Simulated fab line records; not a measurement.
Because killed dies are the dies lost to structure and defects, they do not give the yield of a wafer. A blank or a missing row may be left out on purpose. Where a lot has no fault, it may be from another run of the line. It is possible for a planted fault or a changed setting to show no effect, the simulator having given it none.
Which tool was responsible? / flow sky130 / 42 wafers from 14 lots sampled at 5 of the route's 708 steps

WHAT THE GAUGES READ, wafer by wafer
SKY_METAL3_OVL_MEAS_14. Usual: for METAL3_OVL the level is 1 nm and the standard deviation is 5.1.
lot=L694; measured=day 38 13:31; on=overlay-01; METAL3_OVL (nm)=8 2 2; flag=
lot=L695; measured=day 39 01:42; on=overlay-01; METAL3_OVL (nm)=-5 -2 -6; flag=
lot=L696; measured=day 39 08:16; on=overlay-01; METAL3_OVL (nm)=-2 2 -3; flag=
lot=L697; measured=day 39 10:01; on=overlay-02; METAL3_OVL (nm)=9 -1 2; flag=
lot=L698; measured=day 39 19:19; on=overlay-01; METAL3_OVL (nm)=-5 -6 -8; flag=
lot=L699; measured=day 40 03:43; on=overlay-01; METAL3_OVL (nm)=6 2 2; flag=
lot=L707; measured=day 42 16:37; on=overlay-02; METAL3_OVL (nm)=9 7 6; flag=
lot=L709; measured=day 43 02:54; on=overlay-01; METAL3_OVL (nm)=-2 2 3; flag=
lot=L710; measured=day 43 11:19; on=overlay-02; METAL3_OVL (nm)=1 0 0; flag=
lot=L712; measured=day 44 02:01; on=overlay-02; METAL3_OVL (nm)=1 9 -3; flag=
lot=L713; measured=day 44 02:22; on=overlay-02; METAL3_OVL (nm)=-6 -6 -5; flag=
lot=L714; measured=day 44 03:43; on=overlay-02; METAL3_OVL (nm)=-1 4 4; flag=
lot=L715; measured=day 44 17:25; on=overlay-02; METAL3_OVL (nm)=12 7 8; flag=
lot=L716; measured=day 44 19:19; on=overlay-02; METAL3_OVL (nm)=6 2 5; flag=

SKY_CAP2M_THK_MEAS_01. Usual: for CAP2M_CVD_00_THK the level is 15.51 nm and the standard deviation is 0.25.
lot=L694; measured=day 39 17:44; on=filmMetro-01; CAP2M_CVD_00_THK (nm)=15.18 15.79 15.53; flag=
lot=L695; measured=day 40 05:38; on=filmMetro-01; CAP2M_CVD_00_THK (nm)=15.72 15.19 15.96; flag=
lot=L696; measured=day 40 12:49; on=filmMetro-01; CAP2M_CVD_00_THK (nm)=15.38 15.32 15.60; flag=
lot=L697; measured=day 40 14:38; on=filmMetro-04; CAP2M_CVD_00_THK (nm)=15.47 15.36 16.03; flag=
lot=L707; measured=day 43 19:41; on=filmMetro-03; CAP2M_CVD_00_THK (nm)=15.22 15.48 15.20; flag=
lot=L709; measured=day 44 04:21; on=filmMetro-03; CAP2M_CVD_00_THK (nm)=15.44 15.70 15.11; flag=
lot=L710; measured=day 44 12:41; on=filmMetro-04; CAP2M_CVD_00_THK (nm)=15.44 15.81 15.84; flag=
lot=L712; measured=day 45 03:32; on=filmMetro-04; CAP2M_CVD_00_THK (nm)=15.50 15.76 15.86; flag=
lot=L713; measured=day 45 03:56; on=filmMetro-01; CAP2M_CVD_00_THK (nm)=15.14 15.37 15.64; flag=
lot=L714; measured=day 45 05:56; on=filmMetro-04; CAP2M_CVD_00_THK (nm)=15.52 15.14 15.41; flag=
lot=L715; measured=day 45 19:01; on=filmMetro-03; CAP2M_CVD_00_THK (nm)=15.56 15.32 15.46; flag=
lot=L716; measured=day 45 20:48; on=filmMetro-04; CAP2M_CVD_00_THK (nm)=15.41 15.92 15.62; flag=

EACH LOT AND THE TOOL THAT RAN IT (in order: tool; ch and the chambers of the sampled wafers; start)
lot=L694; SKY_METAL3_STRIP_19=plasmaAsher-03 ch 0,1, day 38 14:04; SKY_VIA3_ETCH_15=rieDiel-03 ch 0,1,3, day 39 16:14; SKY_VIA3_STRIP_16=plasmaAsher-03 ch 1, day 39 16:17
lot=L695; SKY_METAL3_STRIP_19=plasmaAsher-02 ch 0,1, day 39 02:04; SKY_VIA3_ETCH_15=rieDiel-02 ch 0,1,2, day 40 04:08; SKY_VIA3_STRIP_16=plasmaAsher-03 ch 0,1, day 40 04:12
lot=L696; SKY_METAL3_STRIP_19=plasmaAsher-01 ch 0,1, day 39 08:37; SKY_VIA3_ETCH_15=rieDiel-02 ch 1,2,3, day 40 11:20; SKY_VIA3_STRIP_16=plasmaAsher-03 ch 0,1, day 40 11:23
lot=L697; SKY_METAL3_STRIP_19=plasmaAsher-03 ch 0,1, day 39 10:23; SKY_VIA3_ETCH_15=rieDiel-02 ch 0,1,2, day 40 12:23; SKY_VIA3_STRIP_16=plasmaAsher-03 ch 0,1, day 40 12:26
lot=L698; SKY_METAL3_STRIP_19=plasmaAsher-03 ch 0, day 39 19:41; SKY_VIA3_ETCH_15=rieDiel-03 ch 0,1,2, day 40 21:50; SKY_VIA3_STRIP_16=plasmaAsher-01 ch 0,1, day 40 21:53
lot=L699; SKY_METAL3_STRIP_19=plasmaAsher-02 ch 0,1, day 40 04:12; SKY_VIA3_ETCH_15=rieDiel-03 ch 0,2,3, day 41 06:02; SKY_VIA3_STRIP_16=plasmaAsher-04 ch 0,1, day 41 06:05
lot=L707; SKY_METAL3_STRIP_19=plasmaAsher-02 ch 0,1, day 42 16:58; SKY_VIA3_ETCH_15=rieDiel-02 ch 0,1,2, day 43 18:11; SKY_VIA3_STRIP_16=plasmaAsher-03 ch 0,1, day 43 18:15
lot=L709; SKY_METAL3_STRIP_19=plasmaAsher-02 ch 0,1, day 43 03:16; SKY_VIA3_ETCH_15=rieDiel-02 ch 1,2,3, day 44 02:47; SKY_VIA3_STRIP_16=plasmaAsher-04 ch 0,1, day 44 02:51
lot=L710; SKY_METAL3_STRIP_19=plasmaAsher-01 ch 0,1, day 43 11:49; SKY_VIA3_ETCH_15=rieDiel-04 ch 0,1,2, day 44 11:11; SKY_VIA3_STRIP_16=plasmaAsher-03 ch 0,1, day 44 11:14
lot=L712; SKY_METAL3_STRIP_19=plasmaAsher-03 ch 1, day 44 02:22; SKY_VIA3_ETCH_15=rieDiel-03 ch 0,2, day 45 02:03; SKY_VIA3_STRIP_16=plasmaAsher-01 ch 0,1, day 45 02:07
lot=L713; SKY_METAL3_STRIP_19=plasmaAsher-01 ch 0,1, day 44 02:46; SKY_VIA3_ETCH_15=rieDiel-03 ch 0,1,2, day 45 02:26; SKY_VIA3_STRIP_16=plasmaAsher-01 ch 0,1, day 45 02:32
lot=L714; SKY_METAL3_STRIP_19=plasmaAsher-03 ch 0,1, day 44 04:05; SKY_VIA3_ETCH_15=rieDiel-04 ch 0,2,3, day 45 04:26; SKY_VIA3_STRIP_16=plasmaAsher-01 ch 0,1, day 45 04:30
lot=L715; SKY_METAL3_STRIP_19=plasmaAsher-03 ch 0,1, day 44 17:46; SKY_VIA3_ETCH_15=rieDiel-02 ch 0,1, day 45 16:56; SKY_VIA3_STRIP_16=plasmaAsher-01 ch 0,1, day 45 16:59
lot=L716; SKY_METAL3_STRIP_19=plasmaAsher-01 ch 0,1, day 44 19:40; SKY_VIA3_ETCH_15=rieDiel-02 ch 0,3, day 45 19:17; SKY_VIA3_STRIP_16=plasmaAsher-01 ch 0,1, day 45 19:20
- SKY_METAL3_STRIP_19: strips in O2/N2.
- SKY_VIA3_ETCH_15: etches SiO2 in C4F8/O2/Ar, stops on TiN, target depth 507 nm, time 78 s.
- SKY_VIA3_STRIP_16: strips in O2/N2.

WHAT THE TOOLS THEMSELVES READ (means of the sampled wafers that have a number; where no wafer has one, the mark that the record gives instead)
SKY_METAL3_STRIP_19. Usual: chamberPressureMTorr 1500.0 mTorr, standard deviation 1.5; drypumpMotorCurrentA 5.8 A, standard deviation 0.36; oesProductAu 0.502 a.u., standard deviation 0.0061; stripTimeToEndpointS 6.54 s, standard deviation 0.093.
lot=L694; tool=plasmaAsher-03; chamberPressureMTorr (mTorr)=1500.3; drypumpMotorCurrentA (A)=5.5; oesProductAu (a.u.)=0.505; stripTimeToEndpointS (s)=6.59; flag=
lot=L695; tool=plasmaAsher-02; chamberPressureMTorr (mTorr)=1500.6; drypumpMotorCurrentA (A)=6.3; oesProductAu (a.u.)=0.502; stripTimeToEndpointS (s)=6.54; flag=
lot=L696; tool=plasmaAsher-01; chamberPressureMTorr (mTorr)=1501.2; drypumpMotorCurrentA (A)=5.7; oesProductAu (a.u.)=0.503; stripTimeToEndpointS (s)=6.51; flag=
lot=L697; tool=plasmaAsher-03; chamberPressureMTorr (mTorr)=1500.6; drypumpMotorCurrentA (A)=5.5; oesProductAu (a.u.)=0.498; stripTimeToEndpointS (s)=6.52; flag=
lot=L698; tool=plasmaAsher-03; chamberPressureMTorr (mTorr)=1500.6; drypumpMotorCurrentA (A)=5.6; oesProductAu (a.u.)=0.499; stripTimeToEndpointS (s)=6.43; flag=
lot=L699; tool=plasmaAsher-02; chamberPressureMTorr (mTorr)=1499.4; drypumpMotorCurrentA (A)=6.4; oesProductAu (a.u.)=0.503; stripTimeToEndpointS (s)=6.57; flag=
lot=L707; tool=plasmaAsher-02; chamberPressureMTorr (mTorr)=1501.2; drypumpMotorCurrentA (A)=6.3; oesProductAu (a.u.)=0.496; stripTimeToEndpointS (s)=6.45; flag=
lot=L709; tool=plasmaAsher-02; chamberPressureMTorr (mTorr)=1500.2; drypumpMotorCurrentA (A)=6.4; oesProductAu (a.u.)=0.500; stripTimeToEndpointS (s)=6.48; flag=
lot=L710; tool=plasmaAsher-01; chamberPressureMTorr (mTorr)=1499.8; drypumpMotorCurrentA (A)=5.7; oesProductAu (a.u.)=0.500; stripTimeToEndpointS (s)=6.44; flag=
lot=L712; tool=plasmaAsher-03; chamberPressureMTorr (mTorr)=1500.2; drypumpMotorCurrentA (A)=5.5; oesProductAu (a.u.)=0.505; stripTimeToEndpointS (s)=6.58; flag=
lot=L713; tool=plasmaAsher-01; chamberPressureMTorr (mTorr)=1500.8; drypumpMotorCurrentA (A)=5.8; oesProductAu (a.u.)=0.502; stripTimeToEndpointS (s)=6.44; flag=
lot=L714; tool=plasmaAsher-03; chamberPressureMTorr (mTorr)=1499.7; drypumpMotorCurrentA (A)=5.6; oesProductAu (a.u.)=0.502; stripTimeToEndpointS (s)=6.56; flag=
lot=L715; tool=plasmaAsher-03; chamberPressureMTorr (mTorr)=1499.8; drypumpMotorCurrentA (A)=5.5; oesProductAu (a.u.)=0.503; stripTimeToEndpointS (s)=6.59; flag=
lot=L716; tool=plasmaAsher-01; chamberPressureMTorr (mTorr)=1499.4; drypumpMotorCurrentA (A)=5.8; oesProductAu (a.u.)=0.503; stripTimeToEndpointS (s)=6.54; flag=

SKY_VIA3_ETCH_15. Usual: biasW 1200 W, standard deviation 3.3; chamberPressureMTorr 40.00 mTorr, standard deviation 0.035; oesProductAu 0.945 a.u., standard deviation 0.0047.
lot=L694; tool=rieDiel-03; biasW (W)=1204; chamberPressureMTorr (mTorr)=40.01; oesProductAu (a.u.)=0.945; flag=
lot=L695; tool=rieDiel-02; biasW (W)=1199; chamberPressureMTorr (mTorr)=40.02; oesProductAu (a.u.)=0.944; flag=
lot=L696; tool=rieDiel-02; biasW (W)=1202; chamberPressureMTorr (mTorr)=40.02; oesProductAu (a.u.)=0.947; flag=
lot=L697; tool=rieDiel-02; biasW (W)=1200; chamberPressureMTorr (mTorr)=39.99; oesProductAu (a.u.)=0.941; flag=
lot=L698; tool=rieDiel-03; biasW (W)=-; chamberPressureMTorr (mTorr)=-; oesProductAu (a.u.)=-; flag=OFF
lot=L699; tool=rieDiel-03; biasW (W)=-; chamberPressureMTorr (mTorr)=-; oesProductAu (a.u.)=-; flag=OFF
lot=L707; tool=rieDiel-02; biasW (W)=1198; chamberPressureMTorr (mTorr)=39.94; oesProductAu (a.u.)=0.949; flag=
lot=L709; tool=rieDiel-02; biasW (W)=1196; chamberPressureMTorr (mTorr)=39.99; oesProductAu (a.u.)=0.948; flag=
lot=L710; tool=rieDiel-04; biasW (W)=1198; chamberPressureMTorr (mTorr)=39.99; oesProductAu (a.u.)=0.948; flag=
lot=L712; tool=rieDiel-03; biasW (W)=1193; chamberPressureMTorr (mTorr)=40.00; oesProductAu (a.u.)=0.949; flag=
lot=L713; tool=rieDiel-03; biasW (W)=1201; chamberPressureMTorr (mTorr)=40.00; oesProductAu (a.u.)=0.950; flag=
lot=L714; tool=rieDiel-04; biasW (W)=1198; chamberPressureMTorr (mTorr)=40.01; oesProductAu (a.u.)=0.944; flag=
lot=L715; tool=rieDiel-02; biasW (W)=1205; chamberPressureMTorr (mTorr)=40.01; oesProductAu (a.u.)=0.945; flag=
lot=L716; tool=rieDiel-02; biasW (W)=1203; chamberPressureMTorr (mTorr)=40.01; oesProductAu (a.u.)=0.950; flag=

SKY_VIA3_STRIP_16. Usual: chamberPressureMTorr 1500.0 mTorr, standard deviation 1.3; drypumpMotorCurrentA 5.5 A, standard deviation 0.3; oesProductAu 0.402 a.u., standard deviation 0.0049; stripTimeToEndpointS 4.13 s, standard deviation 0.035.
lot=L694; tool=plasmaAsher-03; chamberPressureMTorr (mTorr)=1500.6; drypumpMotorCurrentA (A)=5.5; oesProductAu (a.u.)=0.404; stripTimeToEndpointS (s)=4.14; flag=
lot=L695; tool=plasmaAsher-03; chamberPressureMTorr (mTorr)=1501.5; drypumpMotorCurrentA (A)=5.5; oesProductAu (a.u.)=0.399; stripTimeToEndpointS (s)=4.16; flag=
lot=L696; tool=plasmaAsher-03; chamberPressureMTorr (mTorr)=1499.1; drypumpMotorCurrentA (A)=5.6; oesProductAu (a.u.)=0.401; stripTimeToEndpointS (s)=4.15; flag=
lot=L697; tool=plasmaAsher-03; chamberPressureMTorr (mTorr)=1499.9; drypumpMotorCurrentA (A)=5.6; oesProductAu (a.u.)=0.402; stripTimeToEndpointS (s)=4.13; flag=
lot=L698; tool=plasmaAsher-01; chamberPressureMTorr (mTorr)=1500.7; drypumpMotorCurrentA (A)=5.7; oesProductAu (a.u.)=0.445; stripTimeToEndpointS (s)=5.18; flag=OFF
lot=L699; tool=plasmaAsher-04; chamberPressureMTorr (mTorr)=1500.0; drypumpMotorCurrentA (A)=4.9; oesProductAu (a.u.)=0.450; stripTimeToEndpointS (s)=5.17; flag=OFF
lot=L707; tool=plasmaAsher-03; chamberPressureMTorr (mTorr)=1501.5; drypumpMotorCurrentA (A)=5.5; oesProductAu (a.u.)=0.403; stripTimeToEndpointS (s)=4.12; flag=
lot=L709; tool=plasmaAsher-04; chamberPressureMTorr (mTorr)=1500.0; drypumpMotorCurrentA (A)=4.9; oesProductAu (a.u.)=0.403; stripTimeToEndpointS (s)=4.13; flag=
lot=L710; tool=plasmaAsher-03; chamberPressureMTorr (mTorr)=1499.0; drypumpMotorCurrentA (A)=5.5; oesProductAu (a.u.)=0.400; stripTimeToEndpointS (s)=4.14; flag=
lot=L712; tool=plasmaAsher-01; chamberPressureMTorr (mTorr)=1499.9; drypumpMotorCurrentA (A)=5.8; oesProductAu (a.u.)=0.402; stripTimeToEndpointS (s)=4.12; flag=
lot=L713; tool=plasmaAsher-01; chamberPressureMTorr (mTorr)=1500.3; drypumpMotorCurrentA (A)=5.7; oesProductAu (a.u.)=0.403; stripTimeToEndpointS (s)=4.13; flag=
lot=L714; tool=plasmaAsher-01; chamberPressureMTorr (mTorr)=1498.7; drypumpMotorCurrentA (A)=5.8; oesProductAu (a.u.)=0.396; stripTimeToEndpointS (s)=4.11; flag=
lot=L715; tool=plasmaAsher-01; chamberPressureMTorr (mTorr)=1500.8; drypumpMotorCurrentA (A)=5.8; oesProductAu (a.u.)=0.400; stripTimeToEndpointS (s)=4.09; flag=
lot=L716; tool=plasmaAsher-01; chamberPressureMTorr (mTorr)=1499.0; drypumpMotorCurrentA (A)=5.7; oesProductAu (a.u.)=0.398; stripTimeToEndpointS (s)=4.09; flag=

THE ANSWER, worked out from the rows above alone
Rule: lot off if the mean of its wafers having a number is beyond 3 standard deviations from the usual mean. Also off: a lot with no number at a reading for which 4 or more lots have one. All remaining lots with rows at the step are treated as sound. After the gauges, taken in route order, come the tools' own readings; for these a lot's mean is taken, as printed above. The first step at which some lot is off is used, and at that step the reading that is off furthest; a lot without a number counts as furthest.
Off: L698, L699, at SKY_VIA3_ETCH_15 (biasW). Without a number there: L698, L699.
If a tool, at that step or one of the process steps before it, ran each lot that is off and ran no sound lot following the first of them, it fits. Not one of the candidates tried fits.

WHAT THE SIMULATOR HAD INSERTED
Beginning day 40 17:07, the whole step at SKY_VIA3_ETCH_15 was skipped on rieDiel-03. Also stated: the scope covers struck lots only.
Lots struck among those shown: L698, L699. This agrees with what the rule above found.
